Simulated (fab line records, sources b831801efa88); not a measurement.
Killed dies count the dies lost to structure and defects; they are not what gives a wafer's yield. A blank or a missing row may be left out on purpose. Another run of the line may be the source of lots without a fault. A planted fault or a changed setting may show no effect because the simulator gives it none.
A sampling plan put to the test / flow sky130 / one fab line, 4 faults that these records tell of, each judged on the records of the lots that it struck
The plan consists of the line's own looks: route steps at which the wafer is read by a gauge or an inspection but not changed. Where struck wafers have a number at a look and the file lists that look's usual mean and standard deviation on fault-free wafers, the look can be judged. Caught: 4 or more of those standard deviations (sigma) separate the usual mean from the mean of the struck wafers at a look after the fault's first step. On the tool: the same test on the tool's own readings at the fault's steps. Caught also covers a different recipe on the struck wafers, or a record left blank for those wafers only.

THE FAULTS, as the simulator had put them in
1. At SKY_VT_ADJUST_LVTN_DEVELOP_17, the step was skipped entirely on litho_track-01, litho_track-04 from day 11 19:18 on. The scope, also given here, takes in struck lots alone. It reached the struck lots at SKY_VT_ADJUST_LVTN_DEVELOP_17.
2. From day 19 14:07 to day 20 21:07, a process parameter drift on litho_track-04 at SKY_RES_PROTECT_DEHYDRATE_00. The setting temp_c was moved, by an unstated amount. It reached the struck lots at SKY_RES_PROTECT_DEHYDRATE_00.
3. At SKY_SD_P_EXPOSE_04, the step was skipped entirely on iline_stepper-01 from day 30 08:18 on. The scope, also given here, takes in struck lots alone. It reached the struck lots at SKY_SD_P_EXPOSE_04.
4. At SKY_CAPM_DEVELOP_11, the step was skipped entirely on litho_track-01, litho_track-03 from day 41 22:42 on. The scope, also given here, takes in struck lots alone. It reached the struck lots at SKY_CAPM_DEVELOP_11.

WHAT THE PLAN SAW
fault=1; on the tool itself=the tool's record is blank for the struck wafers; first look that catches it=no look after it can be judged; reading, sigma=-; median hours from its first step to that look=-; hours from the fault's start to the first struck lot there=-; judged looks passed uncaught=0
fault=2; on the tool itself=heater_power_total_W +41 sigma; first look that catches it=none of the 2 looks that can be judged after it; reading, sigma=-; median hours from its first step to that look=-; hours from the fault's start to the first struck lot there=-; judged looks passed uncaught=2
fault=3; on the tool itself=no reading that can be judged; first look that catches it=no look after it can be judged; reading, sigma=-; median hours from its first step to that look=-; hours from the fault's start to the first struck lot there=-; judged looks passed uncaught=0
fault=4; on the tool itself=the tool's record is blank for the struck wafers; first look that catches it=no look after it can be judged; reading, sigma=-; median hours from its first step to that look=-; hours from the fault's start to the first struck lot there=-; judged looks passed uncaught=0
Dash: fault not caught, or number not given in these records.

Caught at a look: 0 of 4. Caught on the tool: 3 of 4. By one or the other: 3 of 4.
On the tool alone, faults 1, 2, 4 were caught.
Caught by neither: fault 3.
